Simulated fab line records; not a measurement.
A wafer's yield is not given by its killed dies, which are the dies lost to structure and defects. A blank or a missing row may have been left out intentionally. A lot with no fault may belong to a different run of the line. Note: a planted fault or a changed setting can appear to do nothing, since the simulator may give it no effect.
Chamber matching -- flow gf180mcu -- GF_V4_CVD_02 on pecvd-01: 3 sister chambers
The step deposits SiO2 from TEOS, target thk 850 nm, time 94.851 s. 3 wafers are shown with their chamber, then 8 later ones without.

== WAFERS WITH THEIR CHAMBER ==
wafer,chamber,heaterPowerW (W)
L959.6,2,793
L961.5,0,622
L961.6,1,628

== WAFERS MISSING THEIR CHAMBER ==
wafer,heaterPowerW (W)
L962.1,724
L962.2,532
L962.3,618
L969.2,618
L969.4,500
L969.5,589
L970.1,617
L971.3,539

== THE CHAMBER EACH PASSED THROUGH ==
wafer,from the rows above,in truth
L962.1,can't be placed: 2 or 1 or 0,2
L962.2,can't be placed: 0 or 1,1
L962.3,can't be placed: 0 or 1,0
L969.2,can't be placed: 0 or 1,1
L969.4,can't be placed: 0 or 1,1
L969.5,can't be placed: 0 or 1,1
L970.1,can't be placed: 0 or 1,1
L971.3,can't be placed: 0 or 1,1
0 of 8 placed correctly. These rows do not allow placing 8 (true chamber among the candidates in 8). Number placed wrongly: 0.
How it was worked out, from the rows above alone: a wafer's distance from a chamber is the root of the sum, over the readings, of the square of ((its reading less the chamber's mean) divided by the reading's scatter). The wafer belongs to the nearest chamber; if the next one is less than 2 further off, it can't be placed. A chamber's mean is the mean of its shown wafers. The scatter: root of mean squared gap, hidden wafer to nearest shown wafer, with one shown wafer a chamber.
